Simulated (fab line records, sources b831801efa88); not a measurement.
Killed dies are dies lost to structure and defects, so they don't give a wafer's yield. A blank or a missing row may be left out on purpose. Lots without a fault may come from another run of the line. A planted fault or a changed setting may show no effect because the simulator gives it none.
Which tool did it? | flow sky130 | 13 lots, 39 wafers sampled, at 5 steps of a route of 708

WHAT THE GAUGES READ, wafer by wafer
SKY_SONOS_ONO_CD_MEAS_13: target cd 410 nm. Usual: cd_nm 410.9 nm, standard deviation 2.1.
lot  | measured     | on        | cd_nm (nm)        | flag
L388 | day 12 16:19 | cd_sem-02 | 415.0 415.3 413.6 |
L389 | day 12 17:39 | cd_sem-02 | 410.3 414.4 414.3 |
L392 | day 14 03:33 | cd_sem-02 | 408.7 409.6 410.7 |
L393 | day 14 10:13 | cd_sem-02 | 408.4 410.7 411.4 |
L394 | day 14 20:04 | cd_sem-02 | 408.3 409.9 409.9 |
L395 | day 15 04:17 | cd_sem-01 | 409.8 411.5 408.5 |
L396 | day 15 09:28 | cd_sem-01 | 410.5 410.1 408.5 |
L398 | day 16 02:06 | cd_sem-01 | 413.7 413.3 413.7 |
L403 | day 17 20:53 | cd_sem-02 | 411.6 410.9 410.7 |
L407 | day 19 10:02 | cd_sem-02 | 412.1 411.6 410.1 |
L409 | day 20 02:45 | cd_sem-01 | 406.5 410.2 409.9 |
L410 | day 20 05:35 | cd_sem-01 | 411.8 410.6 410.5 |
L411 | day 20 12:36 | cd_sem-02 | 413.6 413.8 413.2 |

SKY_POLY_GATE_OVL_MEAS_14. Usual: POLY_GATE_OVL -1 nm, standard deviation 5.4.
lot  | measured     | on         | POLY_GATE_OVL (nm) | flag
L388 | day 16 09:08 | overlay-02 | -8 0 -3            |
L389 | day 16 09:29 | overlay-02 | -5 -11 1           |
L392 | day 18 05:49 | overlay-02 | 2 3 5              |
L393 | day 18 12:56 | overlay-02 | -7 -5 -2           |
L394 | day 18 22:21 | overlay-02 | 3 -7 1             |
L395 | day 19 08:20 | overlay-01 | -5 0 3             |
L396 | day 19 12:03 | overlay-02 | -8 -6 -7           |
L398 | day 20 03:32 | overlay-02 | -5 10 0            |
L403 | day 22 01:20 | overlay-02 | 1 -2 6             |
L407 | day 23 13:59 | overlay-02 | 0 0 -5             |
L409 | day 24 05:49 | overlay-02 | -6 4 -1            |
L410 | day 24 07:22 | overlay-02 | 7 -5 7             |
L411 | day 24 12:50 | overlay-01 | 2 -1 -1            |

SKY_SD_P_TW_MEAS_11. Usual: SD_P_TW 2815, standard deviation 46.
lot  | measured     | on            | SD_P_TW        | flag
L388 | day 25 06:47 | film_metro-04 | 2767 2762 2770 |
L389 | day 25 10:17 | film_metro-01 | 2895 2877 2895 |
L392 | day 27 14:16 | film_metro-02 | 2808 2821 2814 |
L393 | day 27 12:51 | film_metro-02 | 2829 2814 2814 |
L394 | day 27 23:37 | film_metro-01 | 2895 2888 2890 |
L395 | day 28 07:43 | film_metro-04 | 2772 2775 2786 |
L396 | day 28 08:37 | film_metro-04 | 2793 2779 2772 |
L398 | day 29 00:44 | film_metro-04 | 2795 2784 2785 |
L403 | day 30 19:10 | film_metro-02 | 2818 2800 2815 |
L407 | day 32 05:35 | film_metro-02 | 2811 2801 2821 |
L409 | day 32 18:58 | film_metro-02 | 2811 2791 2810 |
L410 | day 32 21:59 | film_metro-01 | 2894 2910 2892 |
L411 | day 33 02:10 | film_metro-01 | 2905 2884 2904 |

WHICH TOOL RAN EACH LOT (tool, then ch and the chambers of the sampled wafers, then the start)
lot  | SKY_PWDE_COAT_02                 | SKY_PWDE_STRIP_09
L388 | litho_track-01 ch 0, day 3 13:42 | plasma_asher-02 ch 0,1, day 3 21:49
L389 | litho_track-01 ch 0, day 3 17:24 | plasma_asher-03 ch 0, day 4 01:57
L392 | litho_track-02 ch 0, day 4 12:05 | plasma_asher-02 ch 0,1, day 4 20:53
L393 | litho_track-01 ch 0, day 4 16:40 | plasma_asher-02 ch 0,1, day 5 02:33
L394 | litho_track-01 ch 0, day 4 23:30 | plasma_asher-01 ch 0,1, day 5 08:30
L395 | litho_track-01 ch 0, day 5 05:06 | plasma_asher-03 ch 0,1, day 5 14:08
L396 | litho_track-01 ch 0, day 5 09:21 | plasma_asher-02 ch 0,1, day 5 19:06
L398 | litho_track-02 ch 0, day 5 18:32 | plasma_asher-03 ch 0,1, day 6 03:21
L403 | litho_track-04 ch 0, day 6 22:34 | plasma_asher-01 ch 0,1, day 7 08:28
L407 | litho_track-02 ch 0, day 8 00:07 | plasma_asher-02 ch 0,1, day 8 11:02
L409 | litho_track-01 ch 0, day 8 11:09 | plasma_asher-01 ch 0,1, day 8 21:43
L410 | litho_track-01 ch 0, day 8 13:24 | plasma_asher-01 ch 0,1, day 9 00:27
L411 | litho_track-01 ch 0, day 8 20:24 | plasma_asher-01 ch 0,1, day 9 07:22
- SKY_PWDE_COAT_02: resist thk 3000 nm.
- SKY_PWDE_STRIP_09: strips in O2/N2.

WHAT THE TOOLS THEMSELVES READ (means of the sampled wafers that have a number; where no wafer has one, the mark that the record gives instead)
SKY_PWDE_STRIP_09. Usual: drypump_motor_current_A 5.7 A, standard deviation 0.47; oes_product_au 0.722 a.u., standard deviation 0.0046; strip_time_to_endpoint_s 36.92 s, standard deviation 0.098.
lot  | tool            | drypump_motor_current_A (A) | oes_product_au (a.u.) | strip_time_to_endpoint_s (s) | flag
L388 | plasma_asher-02 | 5.5                         | 0.721                 | 37.14                        |
L389 | plasma_asher-03 | 6.5                         | 0.725                 | 36.96                        |
L392 | plasma_asher-02 | 5.6                         | 0.724                 | 36.92                        |
L393 | plasma_asher-02 | 5.6                         | 0.719                 | 37.04                        |
L394 | plasma_asher-01 | 5.7                         | 0.723                 | 37.08                        |
L395 | plasma_asher-03 | 6.0                         | 0.713                 | 12.59                        | OFF
L396 | plasma_asher-02 | 5.5                         | 0.716                 | 12.58                        | OFF
L398 | plasma_asher-03 | 5.5                         | 0.722                 | 36.92                        |
L403 | plasma_asher-01 | 5.6                         | 0.725                 | 36.90                        |
L407 | plasma_asher-02 | 5.6                         | 0.719                 | 36.98                        |
L409 | plasma_asher-01 | 5.7                         | 0.723                 | 36.87                        |
L410 | plasma_asher-01 | 5.7                         | 0.724                 | 36.79                        |
L411 | plasma_asher-01 | 5.7                         | 0.721                 | 36.82                        |

THE ANSWER, worked out from the rows above alone
Rule: a lot is off if the mean of its wafers that have a number lies more than 3 standard deviations from the usual mean. A lot without any number at a reading at which 4 lots or more have one is off too. The other lots that the step has rows for count as sound. The gauges are gone through in route order, then the tools' own readings, and for those a lot's mean is taken as printed above. The first step at which some lot is off is used, and at that step the reading that is off furthest; a lot without a number counts as furthest.
Off: L395, L396, at SKY_PWDE_STRIP_09 (strip_time_to_endpoint_s).
A tool fits if, at that step or a process step before it, it ran every lot that is off, and no sound lot after the first of them. None of those tried fits.

WHAT THE SIMULATOR HAD PUT IN
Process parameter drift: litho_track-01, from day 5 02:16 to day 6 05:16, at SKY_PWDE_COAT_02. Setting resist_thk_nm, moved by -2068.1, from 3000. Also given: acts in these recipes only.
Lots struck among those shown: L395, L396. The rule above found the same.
